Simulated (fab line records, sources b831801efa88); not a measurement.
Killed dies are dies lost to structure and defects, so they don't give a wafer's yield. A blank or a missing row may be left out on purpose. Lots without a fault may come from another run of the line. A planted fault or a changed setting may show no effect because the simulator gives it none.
fab line records | flow sfq_line
record lots=14 wafers=42 last_day=91
route steps=325 shown M6@252
lots that met no fault: from a run of the same line without faults
start_h: hours from the record's first day to the start of the lot's first wafer shown | wait_h: hours since the lot's step before | " the same as in the row above | L1.1+2: a row that stands for several wafers | - no value, or no start given | * or withheld: withheld | < > ~ a bound
route shown NAME@n: a module of which the file shows steps, and the number in the route of the first | usual: mean/standard deviation of fault-free wafers | same: alike in all rows | chamber/n: place in a boat | sites: the reading at each site | _std_site: their standard deviation | _edge_site: outer sites' mean less inner sites' | radius_mm: how far each site lies from the wafer's centre | mask NAME#n: copy n | behind: the tool/chamber that last shaped the wafer | hold: why the lot was held/for how many hours/how that ended | device: the transistor (n, p or np) that didn't switch | end of line: the same wafers' tests at the end of the route | a step without rows: its recipe alone | killed: dies lost to structure and defects at the first sort, not the wafer's yield | map: a wafer's dies, x killed, . not, _ none there
set.NAME: the setting as run; set.NAME@STEP: as run at that earlier step | model.NAME: the simulator's own value behind a step, which no gauge read
steps of the route over a sample of lots; a table a step, a row a wafer
services: from which hour (start_h, from the record's first day; less than 0 if before it) a tool's chamber was out of use, for how many hours, and why
## steps
# step SFQ_TRILAYER_M6_DEP_SPUTTER_157
# recipe material=Nb base_pressure_pa=1.33e-06 chamber_pressure_pa=0.1333 substrate_temp_c=20 target_thk_nm=200 power_w=2000 time_s=133.3
# usual throttle_valve_pct=30.5/0.97
# columns lot.wafer tool chamber start_h wait_h throttle_valve_pct
L363.4 pvd_sputter-03 - 1713.29 0.0 31.9
L363.5 " - " " 29.0
L363.6 " - " " 32.0
L364.1 pvd_sputter-03 - 1743.59 0.0 31.9
L364.4 " - " " 31.7
L364.6 " - " " 31.5
L365.4 pvd_sputter-03 - 1756.59 0.0 32.0
L365.5 " - " " 29.8
L365.6 " - " " 31.5
L366.1 pvd_sputter-06 - 1784.21 0.0 28.9
L366.2 " - " " 30.3
L366.4 " - " " 30.6
L371.3 pvd_sputter-04 - 1830.99 0.0 29.5
L371.5 " - " " 31.5
L371.6 " - " " 29.6
L372.4 pvd_sputter-06 - 1833.39 0.0 28.9
L372.5 " - " " 30.0
L372.6 " - " " 28.9
L374.3 pvd_sputter-06 - 1836.99 0.0 30.3
L374.5 " - " " 30.4
L374.6 " - " " 28.9
L375.3 pvd_sputter-03 - 1838.19 0.0 29.1
L375.4 " - " " 31.7
L375.6 " - " " 28.9
L376.2 pvd_sputter-04 - 1840.59 0.0 31.8
L376.3 " - " " 29.4
L376.4 " - " " 31.5
L380.2 pvd_sputter-04 - 1877.47 0.0 31.0
L380.4 " - " " 29.5
L380.6 " - " " 31.8
L382.1 pvd_sputter-03 - 1881.08 0.0 29.8
L382.5 " - " " 29.2
L382.6 " - " " 32.0
L383.1 pvd_sputter-04 - 1882.27 0.0 31.1
L383.4 " - " " 30.7
L383.6 " - " " 29.7
L384.1 pvd_sputter-04 - 1883.48 0.0 30.8
L384.5 " - " " 31.6
L384.6 " - " " 29.6
L386.2 pvd_sputter-04 - 1885.88 0.0 29.6
L386.4 " - " " 30.5
L386.5 " - " " 30.7
# step SFQ_M6_RS_MEAS_938
# recipe thk_meas_gauge=four-point-probe reads=Nb_of_TRILAYER_M6_DEP_SPUTTER_157
# usual M6_NB_RS=0.894/0.0075
# columns lot.wafer tool chamber start_h wait_h M6_NB_RS[ohm/sq]
L363.4 film_metro-02 - 1713.44 0.1 0.901
L363.5 " - " " 0.903
L363.6 " - " " 0.900
L364.1 film_metro-04 - 1743.68 0.0 0.889
L364.4 " - " " 0.886
L364.6 " - " " 0.890
L365.4 film_metro-02 - 1756.74 0.1 0.884
L365.5 " - " " 0.881
L365.6 " - " " 0.894
L366.1 film_metro-02 - 1784.30 0.0 0.901
L366.2 " - " " 0.886
L366.4 " - " " 0.901
L371.3 film_metro-01 - 1831.12 0.1 0.896
L371.5 " - " " 0.908
L371.6 " - " " 0.888
L372.4 film_metro-04 - 1833.54 0.1 1.956
L372.5 " - " " 1.991
L372.6 " - " " 2.019
L374.3 film_metro-04 - 1837.12 0.1 0.896
L374.5 " - " " 1.989
L374.6 " - " " 2.042
L375.3 film_metro-01 - 1838.32 0.1 0.888
L375.4 " - " " 0.891
L375.6 " - " " 0.885
L376.2 film_metro-02 - 1840.70 0.1 0.901
L376.3 " - " " 0.894
L376.4 " - " " 0.899
L380.2 film_metro-01 - 1877.65 0.1 0.906
L380.4 " - " " 0.899
L380.6 " - " " 0.905
L382.1 film_metro-01 - 1881.17 0.0 0.889
L382.5 " - " " 0.901
L382.6 " - " " 0.900
L383.1 film_metro-01 - 1882.37 0.1 0.905
L383.4 " - " " 0.906
L383.6 " - " " 0.891
L384.1 film_metro-01 - 1883.59 0.1 0.893
L384.5 " - " " 0.903
L384.6 " - " " 0.895
L386.2 film_metro-01 - 1886.01 0.1 0.896
L386.4 " - " " 0.898
L386.5 " - " " 0.900
# step SFQ_TRILAYER_M6_ETCH_METAL_ETCH_162
# recipe target=Nb stop_on=SiO2 mask_material=PR chemistry=Cl2/Ar target_depth_nm=240 icp_w=600 bias_w=80 pressure_mtorr=10 time_s=120
# usual drypump_motor_current_A=5.9/0.34 oes_product_au=0.892/0.0066
# columns lot.wafer tool chamber start_h wait_h drypump_motor_current_A oes_product_au rf_hours_counter_h
L363.4 rie_metal-03 1 1716.08 0.1 6.1 0.888 -
L363.5 " 1 " " 6.1 0.892 -
L363.6 " 0 " " 6.4 0.886 -
L364.1 rie_metal-02 1 1746.23 0.1 5.6 0.894 47
L364.4 " 0 " " 6.1 0.902 -
L364.6 " 1 " " 5.6 0.896 -
L365.4 rie_metal-01 0 1759.25 0.1 5.4 0.897 -
L365.5 " 1 " " 5.6 0.895 -
L365.6 " 0 " " 5.4 0.905 -
L366.1 rie_metal-03 1 1787.02 0.0 6.0 0.881 88
L366.2 " 0 " " 6.3 0.901 95
L366.4 " 1 " " 6.0 0.888 -
L371.3 rie_metal-01 0 1834.80 0.1 5.4 0.890 -
L371.5 " 0 " " 5.4 0.885 -
L371.6 " 1 " " 5.6 0.889 -
L372.4 rie_metal-03 1 1838.40 0.1 6.1 0.615 -
L372.5 " 0 " " 6.3 0.612 -
L372.6 " 1 " " 6.1 0.611 -
L374.3 rie_metal-01 0 1842.00 0.1 5.4 0.892 -
L374.5 " 0 " " 5.4 0.621 -
L374.6 " 1 " " 5.6 0.605 -
L375.3 rie_metal-03 0 1843.20 0.1 6.4 0.895 -
L375.4 " 1 " " 6.0 0.896 -
L375.6 " 0 " " 6.4 0.901 -
L376.2 rie_metal-02 0 1845.56 0.0 6.1 0.891 111
L376.3 " 1 " " 5.6 0.886 -
L376.4 " 0 " " 6.1 0.892 -
L380.2 rie_metal-01 0 1896.06 0.0 5.4 0.885 64
L380.4 " 1 " " 5.6 0.884 -
L380.6 " 1 " " 5.6 0.892 -
L382.1 rie_metal-03 0 1899.66 0.0 6.4 0.899 116
L382.5 " 1 " " 6.1 0.888 -
L382.6 " 0 " " 6.4 0.889 -
L383.1 rie_metal-01 1 1900.86 0.0 5.6 0.881 127
L383.4 " 0 " " 5.4 0.894 -
L383.6 " 1 " " 5.6 0.888 -
L384.1 rie_metal-02 0 1902.06 0.0 6.1 0.899 121
L384.5 " 1 " " 5.6 0.880 -
L384.6 " 0 " " 6.1 0.890 -
L386.2 rie_metal-02 1 1904.46 0.0 5.6 0.899 70
L386.4 " 0 " " 6.0 0.891 -
L386.5 " 0 " " 6.1 0.888 -
## services
# columns tool chamber start_h hours kind
rie_metal-01 - 1702.78 0.2 repair
pvd_sputter-04 2 1708.42 - consumable_replace:kit
pvd_sputter-04 2 1708.42 18.0 scheduled_down
pvd_sputter-04 2 1708.42 18.0 vent_cycle
pvd_sputter-03 - 1714.90 8.0 repair
pvd_sputter-03 - 1767.51 4.6 repair
pvd_sputter-03 - 1771.27 0.5 repair
pvd_sputter-03 - 1776.58 1.9 repair
pvd_sputter-03 - 1782.41 2.5 repair
pvd_sputter-06 - 1786.19 9.1 repair
pvd_sputter-06 3 1795.30 - consumable_replace:kit
pvd_sputter-06 3 1795.30 18.0 scheduled_down
pvd_sputter-06 3 1795.30 18.0 vent_cycle
pvd_sputter-03 - 1823.49 8.0 repair
rie_metal-01 0 1843.55 2.5 repair
pvd_sputter-04 - 1887.56 6.5 repair
## key
first_sign step=SFQ_M6_RS_MEAS_938 reading=M6_NB_RS direction=up sigmas=99+ usual=0.894 struck=2.000
effect step=SFQ_TRILAYER_M6_ETCH_METAL_ETCH_162 reading=oes_product_au direction=down sigmas=43 usual=0.892 struck=0.613
met_at SFQ_TRILAYER_M6_DEP_SPUTTER_157
struck_lots L372,L374
struck_wafers L372.4,L372.5,L372.6,L374.5,L374.6
onset_between 1784.21 1833.39
fault kind=process_parameter_drift tool=pvd_sputter-06 chamber=- onset_h=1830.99 steps=SFQ_TRILAYER_M6_DEP_SPUTTER_157 channel=target_thk_nm offset=-111.28 shape=step end_h=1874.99 scope=struck_wafers_only acts_in=these_recipes_only stated=200
